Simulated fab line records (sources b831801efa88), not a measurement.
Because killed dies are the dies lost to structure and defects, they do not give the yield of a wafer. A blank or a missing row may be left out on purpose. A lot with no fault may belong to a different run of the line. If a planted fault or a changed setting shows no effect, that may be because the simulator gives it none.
A lot that was struck, set against a sound lot    flow gf180mcu    27 steps out of a route of 602
Sound: these wafers, L579.1, L579.3, L579.6. The struck wafers were L582.1, L582.2, L582.5. Last of all comes the cause.
Each step with rows lists, per side, the tool, then ch with its chambers, then its first start. Under that, the readings that differ: sound wafers    struck wafers    difference of the means    sigmas: that difference in standard deviations of wafers without a fault.
alike: readings with means less than 2 such deviations apart, plus words and numbers identical on both sides. not compared: withheld readings, readings lacking a value on some wafer, bounds such as >300 that could conceal the same value, and numbers that have no deviation in the record and whose values overlap.
The two part at a step that has a row with sigmas, a row that says differs or no value, or rows on one side only. Numbers that don't overlap but have no deviation are shown without sigmas and don't part them. Lack of a reading on every wafer of one side parts them only where that side has two or more wafers.

first, 6 steps without rows for these wafers: GF_TOP_METAL_HMDS_08 (prime time 60 s); GF_TOP_METAL_COAT_09 (resist thk 1500 nm); GF_TOP_METAL_SOFTBAKE_10 (time 60 s); GF_TOP_METAL_EXPOSE_11 (exposes mask MetalTop, target cd 440 nm); GF_TOP_METAL_PEB_12; GF_TOP_METAL_DEVELOP_13 (develop time 60 s).
GF_TOP_METAL_CD_MEAS_14 targets a cd of 440 nm.
  sound on cd-sem-02, day 30 00:02; struck on cd-sem-01, day 31 00:01
  alike: cd-nm
GF_TOP_METAL_OVL_MEAS_15:
  sound on overlay-01, day 30 00:10; struck on overlay-01, day 31 00:08
  alike: TOP_METAL_OVL
GF_TOP_METAL_METAL_ETCH_16: etches the open film in Cl2/BCl3, stops on SiO2, target depth 1197 nm, time 199.5 s.
  sound on rie-metal-04 ch 0,1, day 30 00:12; struck on rie-metal-01 ch 0,1, day 31 00:10
  alike: chamber-pressure-mTorr, drypump-motor-current-A, he-backside-leak-sccm, oes-product-au, throttle-valve-pct
  not compared: rf-hours-counter-h
GF_TOP_METAL_STRIP_17: strips in O2/N2.
  sound on plasma-asher-04 ch 0,1, day 30 00:23; struck on plasma-asher-04 ch 0,1, day 31 00:22
  alike: chamber-pressure-mTorr, drypump-motor-current-A, heater-power-w, oes-product-au, strip-time-to-endpoint-s
  not compared: rf-hours-counter-h
then, 2 steps without rows for these wafers: GF_TOP_METAL_STRIP_18 (strips in post etch residue remover, time 1200 s); GF_TOP_METAL_CLEAN_19 (cleans in DIW).
GF_PASSIVATION_CVD_00: deposits SiO2 from TEOS, target thk 1000 nm, time 111.95 s.
  sound on pecvd-04 ch 0,2, day 30 00:56; struck on pecvd-04 ch 0,2, day 31 00:53
  no value came back on the struck wafers for heater-power-outer-w (W), heater-power-w (W), susceptor-temp-C (C); on the sound wafers heater-power-outer-w (W) reads 365 375 264
GF_PASSIVATION_CVD_02: deposits Si3N4, target thk 700 nm, time 486.18 s.
  sound on pecvd-01 ch 0,1,2, day 30 01:04; struck on pecvd-01 ch 0,2, day 31 01:02
  alike: heater-power-outer-w, heater-power-w, susceptor-temp-C
GF_PASSIVATION_THK_MEAS_03:
  sound on film-metro-02, day 30 01:21; struck on film-metro-02, day 31 01:19
  alike: PASSIVATION_CVD_02_THK
then, 7 steps without rows for these wafers: GF_PASSIVATION_DEHYDRATE_04 (time 60 s); GF_PASSIVATION_HMDS_05 (prime time 60 s); GF_PASSIVATION_COAT_06 (resist thk 4000 nm); GF_PASSIVATION_SOFTBAKE_07; GF_PASSIVATION_EXPOSE_08 (exposes mask Pad, target cd 40000 nm); GF_PASSIVATION_PEB_09; GF_PASSIVATION_DEVELOP_10 (develop time 60 s).
GF_PASSIVATION_ETCH_11: etches the open film in CF4/O2, stops on TiN, target depth 2040 nm, time 453.3 s.
  sound on rie-diel-01 ch 0,1,3, day 30 19:50; struck on rie-diel-03 ch 1,2,3, day 31 19:02
  alike: chamber-pressure-mTorr, drypump-motor-current-A, oes-product-au, throttle-valve-pct
  not compared: rf-hours-counter-h
GF_PASSIVATION_STRIP_12: strips in O2/N2.
  sound on plasma-asher-03 ch 0, day 30 20:07; struck on plasma-asher-01 ch 0,1, day 31 19:19
reading                      sound           struck          difference  sigmas
drypump-motor-current-A (A)  5.48 5.47 5.47  6.17 5.99 5.99  +0.58       +2
  alike: chamber-pressure-mTorr, heater-power-w, oes-product-au, strip-time-to-endpoint-s
  not compared: rf-hours-counter-h
then, 1 step without rows for these wafers: GF_PASSIVATION_ANNEAL_13 (time 1800 s).
GF_PASSIVATION_BOW_MEAS_14:
  sound on film-metro-02, day 30 21:43; struck on film-metro-04, day 31 20:55
reading               sound        struck     difference  sigmas
PASSIVATION_BOW (um)  151 155 145  87 108 95  -54         -4
next, for these wafers, 1 step has no rows: GF_PASSIVATION_PROBE_99.

== WHERE THEY PART ==
First at GF_PASSIVATION_CVD_00; last, within this record, at GF_PASSIVATION_BOW_MEAS_14.

WHY: what had been put in by the simulator
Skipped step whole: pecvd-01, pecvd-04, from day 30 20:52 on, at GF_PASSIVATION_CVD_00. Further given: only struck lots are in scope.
